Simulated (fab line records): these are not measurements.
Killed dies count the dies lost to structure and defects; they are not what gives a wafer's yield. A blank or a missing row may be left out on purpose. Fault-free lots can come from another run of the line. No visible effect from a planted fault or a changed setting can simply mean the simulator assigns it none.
fab line records	flow sfq-line
record lots=14	wafers=42	last-day=86
route steps=325 shown I1@80 I2@103 JJ@196 R5@224
lots that met no fault: taken from a fault-free run of the same line
start-h: the number of hours between the record's first day and the start of the first shown wafer of the lot	wait-h: hours since the lot's step before	" the same as in the row above	L1.1+2: a single row standing in for several wafers	- no value present, or no start provided	* or withheld: withheld	< > ~ a bound
route shown NAME@n: a module of which the file shows steps, and the number in the route of the first	usual: mean and standard deviation over wafers with no fault	same: alike in all rows	chamber/n: place in a boat	sites: per-site readings	_std_site: the standard deviation of these	_edge_site: outer sites' mean less inner sites'	radius-mm: how far each site lies from the wafer's centre	mask NAME#n: copy n	behind: the last tool/chamber to shape the wafer	hold: cause of the lot's hold/its duration in hours/its outcome	device: names the non-switching transistor (n, p or np)	end of line: tests run on the same wafers once the route is complete	for a step that has no rows: nothing shown but its recipe	killed: dies that structure and defects cost at the first sort, which is not the same as the wafer's yield	map: the dies of a wafer, with x for killed, . for not killed, _ for no die there
set.NAME: the run value of the setting; set.NAME@STEP: its run value at that earlier step	model.NAME: the simulator's own value behind a step, which no gauge read
a sample of lots followed through the steps of the route, with each step as a table and each wafer as a row
services: when a tool's chamber went out of use (start-h, in hours from the record's first day, below 0 if earlier), for how many hours, and the reason
## steps
# step SFQ_TRILAYER_I1_VIA_LITHO_EXPOSE_050
# recipe mask-id=I1	na=0.6	source-shape=conventional	sigma-outer=0.65	target-cd-nm=500	dose-mj=21.3
# usual exposure-dose-mJ-cm2=21.291/0.021	focus-offset-nm=-0.1/0.56
lot.wafer	tool	chamber	start-h	wait-h	mask	exposure-dose-mJ-cm2	focus-offset-nm
L173.2	krf-scanner-02	0	249.35	-	I1#0	21.259	-0.3
L173.4	"	0	"	"	I1#0	21.261	0.2
L173.5	"	0	"	"	I1#0	21.276	0.2
L175.3	krf-scanner-02	0	410.20	-	I1#0	21.317	-1.0
L175.5	"	0	"	"	I1#0	21.353	-0.7
L175.6	"	0	"	"	I1#0	21.320	0.3
L176.3	krf-scanner-02	0	412.60	-	I1#0	21.310	-0.2
L176.5	"	0	"	"	I1#0	21.300	-0.4
L176.6	"	0	"	"	I1#0	21.281	0.6
L178.4	krf-scanner-02	0	689.33	-	I1#0	21.295	-0.2
L178.5	"	0	"	"	I1#0	21.301	1.1
L178.6	"	0	"	"	I1#0	21.310	-0.4
L180.1	krf-scanner-02	-	719.93	-	I1#0	-	-
L180.4	"	-	"	"	I1#0	-	-
L180.6	"	-	"	"	I1#0	-	-
L181.1	krf-scanner-02	-	746.33	-	I1#0	-	-
L181.3	"	-	"	"	I1#0	-	-
L181.4	"	-	"	"	I1#0	-	-
L182.1	krf-scanner-01	0	759.66	-	I1#0	21.286	0.1
L182.2	"	0	"	"	I1#0	21.292	-0.3
L182.3	"	0	"	"	I1#0	21.281	-0.2
L184.1	krf-scanner-01	0	778.86	-	I1#0	21.254	0.2
L184.3	"	0	"	"	I1#0	21.255	0.7
L184.6	"	0	"	"	I1#0	21.282	0.2
L188.2	krf-scanner-02	0	821.93	-	I1#0	21.268	0.4
L188.3	"	0	"	"	I1#0	21.290	-0.1
L188.6	"	0	"	"	I1#0	21.268	-0.4
L190.1	krf-scanner-02	0	826.53	-	I1#0	21.306	0.3
L190.3	"	0	"	"	I1#0	21.300	0.8
L190.4	"	0	"	"	I1#0	21.280	0.1
L191.2	krf-scanner-02	0	829.13	-	I1#0	21.299	-1.5
L191.3	"	0	"	"	I1#0	21.327	-1.2
L191.4	"	0	"	"	I1#0	21.253	-0.3
L192.2	krf-scanner-02	0	831.53	-	I1#0	21.277	0.0
L192.5	"	0	"	"	I1#0	21.284	-0.2
L192.6	"	0	"	"	I1#0	21.281	-1.7
L193.1	krf-scanner-02	0	832.53	-	I1#0	21.301	0.0
L193.3	"	0	"	"	I1#0	21.271	0.5
L193.4	"	0	"	"	I1#0	21.273	-0.8
L195.3	krf-scanner-02	0	836.53	-	I1#0	21.260	0.1
L195.5	"	0	"	"	I1#0	21.271	0.5
L195.6	"	0	"	"	I1#0	21.250	2.0
# step SFQ_TRILAYER_I2_DEP_PECVD_063
# recipe material=SiO2	temp-c=150	time-s=111.11	pressure-torr=2.4	rf-w=183.3	precursor=SiH4/N2O	target-thk-nm=500
# usual heater-power-outer-w=29/5	heater-power-w=84/8.2	rf-fwd-power-W=182.2/0.66	throttle-valve-pct=24.4/1.5
lot.wafer	tool	chamber	start-h	wait-h	heater-power-outer-w	heater-power-w	rf-fwd-power-W	throttle-valve-pct
L173.2	pecvd-01	1	358.78	0.0	32	87	183.0	23.2
L173.4	"	0	"	"	26	82	181.9	20.7
L173.5	"	2	"	"	24	86	182.9	23.7
L175.3	pecvd-01	1	418.30	0.0	30	85	182.7	23.2
L175.5	"	1	"	"	32	87	182.5	23.2
L175.6	"	0	"	"	29	85	182.8	20.9
L176.3	pecvd-03	1	419.50	0.0	29	82	180.4	25.2
L176.5	"	1	"	"	29	84	180.6	25.2
L176.6	"	0	"	"	35	88	181.8	23.4
L178.4	pecvd-02	2	699.62	0.0	27	79	182.3	25.8
L178.5	"	0	"	"	28	78	183.0	24.3
L178.6	"	1	"	"	32	89	182.9	24.6
L180.1	pecvd-01	2	726.47	0.0	31	95	182.2	24.8
L180.4	"	0	"	"	16	70	183.3	21.9
L180.6	"	2	"	"	35	99	182.3	24.6
L181.1	pecvd-02	1	752.55	0.0	32	88	181.4	24.6
L181.3	"	0	"	"	30	78	182.5	24.4
L181.4	"	2	"	"	27	80	182.0	25.3
L182.1	pecvd-03	2	765.79	0.0	30	89	181.9	26.6
L182.2	"	0	"	"	36	90	181.3	24.5
L182.3	"	1	"	"	28	79	181.8	25.9
L184.1	pecvd-01	0	787.15	0.0	22	77	183.1	22.2
L184.3	"	1	"	"	24	76	181.4	23.4
L184.6	"	0	"	"	24	80	182.5	22.4
L188.2	pecvd-02	1	830.84	0.0	29	84	182.0	24.7
L188.3	"	1	"	"	30	85	181.6	24.6
L188.6	"	1	"	"	32	87	181.6	24.6
L190.1	pecvd-01	1	835.22	0.0	25	81	182.4	23.7
L190.3	"	0	"	"	29	86	183.0	22.5
L190.4	"	2	"	"	35	100	182.7	24.9
L191.2	pecvd-02	2	835.64	0.0	33	87	182.3	25.6
L191.3	"	2	"	"	21	73	181.3	25.2
L191.4	"	0	"	"	26	73	182.4	24.5
L192.2	pecvd-02	1	960.95	0.0	29	81	180.5	21.8
L192.5	"	1	"	"	30	84	181.6	21.8
L192.6	"	2	"	"	35	95	183.4	22.7
L193.1	pecvd-03	0	963.52	0.0	29	80	180.9	25.0
L193.3	"	1	"	"	29	80	181.8	25.9
L193.4	"	1	"	"	30	81	181.2	26.0
L195.3	pecvd-02	1	968.15	0.0	31	84	180.9	22.0
L195.5	"	0	"	"	24	72	182.3	24.0
L195.6	"	1	"	"	18	68	180.3	21.8
# step SFQ_TRILAYER_JJ_CE_STRIP_STRIP_120
# recipe gas=O2	power-w=200	platen-temp-c=40	overash-fraction=0.65	chemistry=O2	pressure-mtorr=50
# usual chamber-pressure-mTorr=50.00/0.044	drypump-motor-current-A=5.5/0.53	oes-product-au=1.002/0.0073
lot.wafer	tool	chamber	start-h	wait-h	chamber-pressure-mTorr	drypump-motor-current-A	oes-product-au	rf-hours-counter-h
L173.2	rie-metal-01	0	1079.44	0.0	50.03	5.3	1.009	44
L173.4	"	0	"	"	50.00	5.3	1.005	-
L173.5	"	0	"	"	49.98	5.3	0.997	-
L175.3	rie-metal-04	1	1102.44	0.2	49.97	5.8	1.012	-
L175.5	"	1	"	"	50.07	5.8	1.005	-
L175.6	"	0	"	"	49.93	4.8	0.999	-
L176.3	rie-metal-02	0	1104.84	0.2	49.98	6.2	1.000	-
L176.5	"	0	"	"	49.96	6.1	0.993	-
L176.6	"	1	"	"	49.95	5.2	0.996	-
L178.4	rie-metal-04	0	1296.07	0.2	49.98	4.8	1.009	-
L178.5	"	1	"	"	50.06	5.8	1.006	-
L178.6	"	0	"	"	50.09	4.8	1.010	-
L180.1	rie-metal-04	1	1314.36	0.0	49.99	5.8	1.004	46
L180.4	"	0	"	"	50.05	4.8	1.008	-
L180.6	"	1	"	"	49.96	5.8	1.003	-
L181.1	rie-metal-04	1	1341.40	0.0	49.96	5.8	0.994	48
L181.3	"	0	"	"	50.10	4.8	1.000	-
L181.4	"	1	"	"	50.00	5.8	0.991	-
L182.1	rie-metal-02	1	1370.28	0.0	49.96	5.2	1.003	47
L182.2	"	0	"	"	49.99	6.1	1.008	73
L182.3	"	0	"	"	50.03	6.2	0.998	-
L184.1	rie-metal-01	0	1376.28	0.0	49.94	5.3	1.008	89
L184.3	"	1	"	"	50.01	6.2	1.014	-
L184.6	"	1	"	"	49.94	6.2	1.006	-
L188.2	rie-metal-04	0	1423.28	0.2	50.06	4.8	1.004	-
L188.3	"	0	"	"	50.05	4.8	0.992	-
L188.6	"	0	"	"	49.94	4.8	0.996	-
L190.1	rie-metal-01	1	1430.28	0.0	49.99	6.2	1.015	53
L190.3	"	1	"	"	49.98	6.2	1.003	-
L190.4	"	0	"	"	49.99	5.3	1.009	-
L191.2	rie-metal-01	1	1439.88	0.0	50.02	6.2	1.002	54
L191.3	"	0	"	"	50.05	5.3	1.002	-
L191.4	"	1	"	"	50.01	6.2	1.006	-
L192.2	rie-metal-02	1	1444.59	0.0	50.01	5.2	0.986	58
L192.5	"	0	"	"	50.01	6.1	0.996	-
L192.6	"	1	"	"	50.05	5.2	1.003	-
L193.1	rie-metal-02	1	1448.19	0.0	49.97	5.2	1.001	59
L193.3	"	0	"	"	50.01	6.1	1.003	-
L193.4	"	1	"	"	50.04	5.2	0.993	-
L195.3	rie-metal-04	1	1460.39	0.2	49.93	5.8	1.004	-
L195.5	"	1	"	"	50.02	5.8	0.999	-
L195.6	"	0	"	"	50.00	4.8	1.010	-
# step SFQ_TRILAYER_R5_BARC_OPEN_METAL_ETCH_177
# recipe mask-material=PR	chemistry=O2	target-depth-nm=125	target=BARC	icp-w=621.2	bias-w=80	pressure-mtorr=10	time-s=41.7
# usual chamber-pressure-mTorr=10.001/0.0087	drypump-motor-current-A=5.9/0.51	oes-product-au=0.685/0.0046	rf-fwd-power-W=614.6/2
lot.wafer	tool	chamber	start-h	wait-h	chamber-pressure-mTorr	drypump-motor-current-A	oes-product-au	rf-fwd-power-W	rf-hours-counter-h
L173.2	rie-metal-01	0	1256.73	0.0	9.993	5.3	0.678	615.0	71
L173.4	"	1	"	"	10.004	6.2	0.681	614.5	-
L173.5	"	1	"	"	10.001	6.2	0.689	615.3	-
L175.3	rie-metal-01	1	1273.55	0.0	10.012	6.2	0.681	611.2	-
L175.5	"	0	"	"	10.005	5.3	0.688	614.0	-
L175.6	"	1	"	"	10.001	6.2	0.682	611.4	-
L176.3	rie-metal-03	0	1274.75	0.0	9.989	6.6	0.687	619.3	-
L176.5	"	0	"	"	10.010	6.6	0.690	617.9	-
L176.6	"	1	"	"	9.993	6.1	0.684	617.0	-
L178.4	rie-metal-02	0	1427.59	0.0	10.001	6.1	0.688	613.7	-
L178.5	"	0	"	"	9.990	6.1	0.689	613.3	-
L178.6	"	1	"	"	10.011	5.2	0.694	613.7	-
L180.1	rie-metal-03	1	1453.53	0.0	9.993	6.1	0.682	616.4	6
L180.4	"	0	"	"	10.010	6.6	0.682	617.7	-
L180.6	"	1	"	"	10.006	6.1	0.679	613.9	-
L181.1	rie-metal-03	1	1490.62	0.0	10.017	6.1	0.684	615.3	10
L181.3	"	1	"	"	9.983	6.1	0.687	615.8	-
L181.4	"	1	"	"	9.999	6.1	0.684	616.2	-
L182.1	rie-metal-02	0	1512.92	0.0	9.999	6.2	0.690	612.5	96
L182.2	"	1	"	"	9.997	5.2	0.678	614.0	69
L182.3	"	1	"	"	9.998	5.2	0.679	616.5	-
L184.1	rie-metal-02	1	1523.95	0.0	9.990	5.2	0.688	613.0	70
L184.3	"	0	"	"	10.006	6.1	0.687	617.2	-
L184.6	"	1	"	"	9.974	5.2	0.679	613.7	-
L188.2	rie-metal-03	1	1683.33	0.0	9.996	6.1	0.685	612.4	31
L188.3	"	1	"	"	10.000	6.1	0.680	617.1	-
L188.6	"	0	"	"	10.008	6.6	0.692	614.9	-
L190.1	rie-metal-02	1	1695.33	0.0	10.004	5.2	0.691	615.2	90
L190.3	"	0	"	"	10.001	6.1	0.693	616.1	-
L190.4	"	1	"	"	10.013	5.2	0.693	615.3	-
L191.2	rie-metal-02	0	1706.04	0.0	10.007	6.1	0.688	614.9	118
L191.3	"	1	"	"	9.992	5.2	0.683	616.0	-
L191.4	"	0	"	"	10.008	6.1	0.692	616.3	-
L192.2	rie-metal-01	1	1709.64	0.0	10.009	6.2	0.687	615.4	80
L192.5	"	1	"	"	9.997	6.2	0.685	614.5	-
L192.6	"	0	"	"	9.996	5.3	0.690	614.9	-
L193.1	rie-metal-01	1	1713.24	0.0	9.999	6.2	0.683	613.5	80
L193.3	"	1	"	"	9.993	6.2	0.679	613.9	-
L193.4	"	0	"	"	10.002	5.3	0.679	614.8	-
L195.3	rie-metal-02	1	1719.26	0.0	10.010	5.2	0.685	615.2	-
L195.5	"	0	"	"	9.987	6.1	0.693	614.0	-
L195.6	"	1	"	"	10.005	5.2	0.689	613.2	-
## services
tool	chamber	start-h	hours	kind
krf-scanner-02	-	233.32	1.4	repair
krf-scanner-02	-	257.97	1.1	repair
krf-scanner-02	-	273.42	1.3	pm
krf-scanner-02	-	281.23	1.3	repair
krf-scanner-02	-	298.09	1.0	pm
krf-scanner-02	-	345.14	0.8	pm
krf-scanner-02	-	448.28	1.3	pm
krf-scanner-02	-	459.08	1.0	repair
krf-scanner-02	-	461.51	4.4	pm
krf-scanner-02	-	468.28	1.0	pm
krf-scanner-02	-	493.76	3.6	pm
krf-scanner-02	-	511.62	0.8	pm
krf-scanner-02	-	624.56	1.3	pm
krf-scanner-02	-	636.66	1.0	pm
krf-scanner-02	-	638.28	1.2	repair
krf-scanner-02	-	680.42	0.8	pm
krf-scanner-02	-	758.33	4.0	pm
krf-scanner-02	-	800.14	1.3	pm
krf-scanner-02	-	806.24	1.0	pm
krf-scanner-02	-	849.33	0.8	pm
krf-scanner-02	-	902.34	5.5	repair
krf-scanner-02	-	974.22	1.0	pm
krf-scanner-02	-	976.42	1.3	pm
krf-scanner-02	-	1019.06	0.8	pm
## key
first-sign step=SFQ_TRILAYER_I1_VIA_LITHO_EXPOSE_050	reading=tool-record	direction=missing
effect none on later readings
met-at SFQ_TRILAYER_I1_VIA_LITHO_EXPOSE_050
struck-lots L180,L181
not-acting-at SFQ_TRILAYER_I2_DEP_PECVD_063,SFQ_TRILAYER_JJ_CE_STRIP_STRIP_120,SFQ_TRILAYER_R5_BARC_OPEN_METAL_ETCH_177
onset-between 689.33 719.93
fault kind=skipped-step-whole	tool=krf-scanner-02	chamber=-	onset-h=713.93	steps=SFQ_TRILAYER_I1_VIA_LITHO_EXPOSE_050	scope=struck-lots-only
